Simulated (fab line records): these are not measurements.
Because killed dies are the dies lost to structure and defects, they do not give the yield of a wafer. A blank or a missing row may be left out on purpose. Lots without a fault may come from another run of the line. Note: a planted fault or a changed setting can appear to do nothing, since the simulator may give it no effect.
Struck lot and sound lot, side by side :: flow sfq line :: 42 out of 325 route steps
Sound: these wafers, L355.1, L355.2, L355.4. Struck: wafer L345.5. (L345.2, L345.4 of the same lot were not struck and are left out.) The cause comes at the end.
Per side, at each step with rows, come the tool, then ch with its chambers, and then its first start. Under that, the readings that differ: sound wafers :: struck wafers :: difference of the means :: sigmas: that difference in standard deviations of wafers without a fault.
alike: words and numbers the same on both sides, and readings whose means are apart by under 2 such deviations; not compared: readings that were withheld, readings missing a value for some wafer, numbers with overlapping values and no deviation given by the record, and bounds like >300 which may hide the same value.
The two part at a step that has a row with sigmas, a row that says differs or no value, or rows on one side only. Numbers that have no deviation but don't overlap get no sigmas and don't part them. Lack of a reading on every wafer of one side parts them only where that side has two or more wafers.

first, 6 steps without rows for these wafers: SFQ_TRILAYER_M0_LITHO_COAT_026 (resist thk 62 nm); SFQ_TRILAYER_M0_LITHO_COAT_021 (resist thk 600 nm); SFQ_TRILAYER_M0_LITHO_SOFTBAKE_025; SFQ_TRILAYER_M0_LITHO_EXPOSE_022 (exposes mask M0, target cd 500 nm); SFQ_TRILAYER_M0_LITHO_PEB_024 (peb time 60 s); SFQ_TRILAYER_M0_LITHO_DEVELOP_023 (time 60 s).
SFQ_M0_OVL_MEAS_906:
  sound on overlay-02, day 17 13:23; struck on overlay-02, day 13 07:28
reading: M0_OVL (nm)
sound: 11 10 1
struck: -5
difference: -12
sigmas: -2
SFQ_TRILAYER_M0_BARC_OPEN_METAL_ETCH_031: etches BARC in O2, target depth 125 nm, time 41.7 s.
  sound on rie metal-04 ch 1, day 17 13:26; struck on rie metal-02 ch 1, day 13 07:29
reading: drypump motor current A (A)
sound: 5.2 5.2 5.2
struck: 6.4
difference: +1.2
sigmas: +3
  alike: oes product au
  not compared: rf hours counter h
then, 3 steps without rows for these wafers: SFQ_TRILAYER_M0_ETCH_METAL_ETCH_024 (etches Nb in Cl2/Ar, stops on SiO2, target depth 240 nm, time 120 s); SFQ_TRILAYER_M0_STRIP_STRIP_025 (strips in O2); SFQ_TRILAYER_M0_STRIP_SOLV_CLEAN_026 (cleans in NMP, time 600 s).
SFQ_TRILAYER_I0_DEP_PECVD_027: deposits SiO2 from SiH4/N2O, time 111.11 s, target thk 500 nm.
  sound on pecvd-04 ch 1,2, day 17 15:11; struck on pecvd-04 ch 1, day 13 08:28
  alike: chamber pressure Torr, heater power w, throttle valve pct
SFQ_TRILAYER_I0_CMP_CMP_028: polishes SiO2.
  sound on cmp-02 ch 0,2,3, day 17 15:16; struck on cmp-01 ch 3, day 13 11:03
reading: time to endpoint s (s)
sound: 209 220 226
struck: 282
difference: +64
sigmas: +8

reading: model.SiO2_of_TRILAYER_I0_DEP_PECVD_027.thk nm (nm)
sound: 198.9 200.7 201.6
struck: 310
difference: +110
sigmas: 
  alike: motor current A, slurry filter dp kPa
SFQ_I0_BOW_MEAS_907:
  sound on film metro-02, day 17 18:16; struck on film metro-02, day 13 11:34
  alike: I0_BOW
SFQ_TRILAYER_I0_METRO_MEASURE_029:
  sound on film metro-02, day 17 18:23; struck on film metro-02, day 13 11:52
reading: thk nm (nm)
sound: 199.0 200.7 201.4
struck: 309.9
difference: +109.5
sigmas: +84
then, 6 steps without rows for these wafers: SFQ_TRILAYER_I0_VIA_LITHO_COAT_036 (resist thk 62 nm); SFQ_TRILAYER_I0_VIA_LITHO_COAT_031 (resist thk 650 nm); SFQ_TRILAYER_I0_VIA_LITHO_SOFTBAKE_035; SFQ_TRILAYER_I0_VIA_LITHO_EXPOSE_032 (exposes mask I0, target cd 500 nm); SFQ_TRILAYER_I0_VIA_LITHO_PEB_034 (peb time 60 s); SFQ_TRILAYER_I0_VIA_LITHO_DEVELOP_033 (time 60 s).
-- the record jumps here: 6 days lie between the struck wafers' starts before and after --
SFQ_I0_OVL_MEAS_908:
  sound on overlay-01, day 24 12:49; struck on overlay-02, day 19 06:19
  alike: I0_OVL
then, 1 step without rows for these wafers: SFQ_TRILAYER_I0_VIA_BARC_OPEN_VIA_ETCH_046 (etches BARC in O2, target depth 125 nm, time 41.7 s).
SFQ_TRILAYER_I0_VIA_ETCH_VIA_ETCH_034: etches SiO2 in CHF3, stops on Nb, target depth 260 nm.
  sound on rie diel-04 ch 0,1,3, day 24 12:53; struck on rie diel-04 ch 3, day 19 06:23
reading: oes product au (a.u.)
sound: 0.852 0.851 0.859
struck: 0.994
difference: +0.140
sigmas: +25

reading: model.etch.depth nm (nm)
sound: 198.9 200.7 201.6
struck: 255.2
difference: +54.8
sigmas: 

reading: model.I0.feature depth nm (nm)
sound: 198.9 200.7 201.6
struck: 255.2
difference: +54.8
sigmas: 
  alike: drypump motor current A
SFQ_TRILAYER_I0_VIA_STRIP_STRIP_035: strips in O2.
  sound on rie metal-03 ch 0,1, day 24 13:01; struck on rie metal-03 ch 0, day 19 06:31
  alike: drypump motor current A, oes product au
  not compared: rf hours counter h
then, 1 step without rows for these wafers: SFQ_TRILAYER_I0_VIA_STRIP_SOLV_CLEAN_036 (cleans in NMP, time 600 s).
SFQ_TRILAYER_M1_DEP_PRE_CLEAN_038: time 22.5 s.
  sound on pvd sputter-03, day 24 13:47; struck on pvd sputter-05, day 19 07:17
reading: model.SiO2_of_TRILAYER_I0_DEP_PECVD_027.thk nm (nm)
sound: 191.4 193.2 194.1
struck: 302.5
difference: +109.6
sigmas: 
then, 1 step without rows for these wafers: SFQ_TRILAYER_M1_DEP_SPUTTER_037 (material Nb, target thk 200 nm, time 133.3 s).
SFQ_M1_RS_MEAS_909: the measuring method here is four-point-probe.
  sound on film metro-02, day 24 13:54; struck on film metro-03, day 19 07:25
  alike: M1_NB_RS
then, 6 steps without rows for these wafers: SFQ_TRILAYER_M1_LITHO_COAT_044 (resist thk 62 nm); SFQ_TRILAYER_M1_LITHO_COAT_039 (resist thk 600 nm); SFQ_TRILAYER_M1_LITHO_SOFTBAKE_043; SFQ_TRILAYER_M1_LITHO_EXPOSE_040 (exposes mask M1, target cd 500 nm); SFQ_TRILAYER_M1_LITHO_PEB_042 (peb time 60 s); SFQ_TRILAYER_M1_LITHO_DEVELOP_041 (time 60 s).
-- the record jumps here: 7 days lie between the struck wafers' starts before and after --
SFQ_M1_OVL_MEAS_911:
  sound on overlay-02, day 31 02:11; struck on overlay-02, day 25 21:55
  alike: M1_OVL
SFQ_TRILAYER_M1_BARC_OPEN_METAL_ETCH_054: etches BARC in O2, target depth 125 nm, time 41.7 s.
  sound on rie metal-03 ch 0,1, day 31 02:13; struck on rie metal-01 ch 1, day 25 21:57
  alike: drypump motor current A, oes product au
  not compared: rf hours counter h
SFQ_TRILAYER_M1_ETCH_METAL_ETCH_042: etches Nb in Cl2/Ar, stops on SiO2, target depth 240 nm, time 120 s.
  sound on rie metal-03 ch 0,1, day 31 02:17; struck on rie metal-01 ch 1, day 25 22:01
  alike: drypump motor current A, oes product au
  not compared: rf hours counter h
then, 3 steps without rows for these wafers: SFQ_TRILAYER_M1_STRIP_STRIP_043 (strips in O2); SFQ_TRILAYER_M1_STRIP_SOLV_CLEAN_044 (cleans in NMP, time 600 s); SFQ_TRILAYER_I1_DEP_PECVD_045 (deposits SiO2 from SiH4/N2O, time 111.11 s, target thk 500 nm).
-- the record jumps here: 54 days lie between the struck wafers' starts before and after --
SFQ_M8_BOW_MEAS_951:
  sound on film metro-02, day 91 08:32; struck on film metro-04, day 80 01:35
reading: model.etest.i0.link ohm
sound: 1.971 1.972 1.962
struck: 1e+06
difference: +1e+06
sigmas: 
  alike: M8_BOW

WHERE THEY PART
At SFQ_M0_OVL_MEAS_906 first; at SFQ_TRILAYER_I0_VIA_ETCH_VIA_ETCH_034 last (within this record only). Later steps at which nothing parts them and some readings are alike: SFQ_TRILAYER_I0_VIA_STRIP_STRIP_035, SFQ_M1_RS_MEAS_909, SFQ_M1_OVL_MEAS_911, SFQ_TRILAYER_M1_BARC_OPEN_METAL_ETCH_054, SFQ_TRILAYER_M1_ETCH_METAL_ETCH_042, SFQ_M8_BOW_MEAS_951.

WHY: what the simulator had put in
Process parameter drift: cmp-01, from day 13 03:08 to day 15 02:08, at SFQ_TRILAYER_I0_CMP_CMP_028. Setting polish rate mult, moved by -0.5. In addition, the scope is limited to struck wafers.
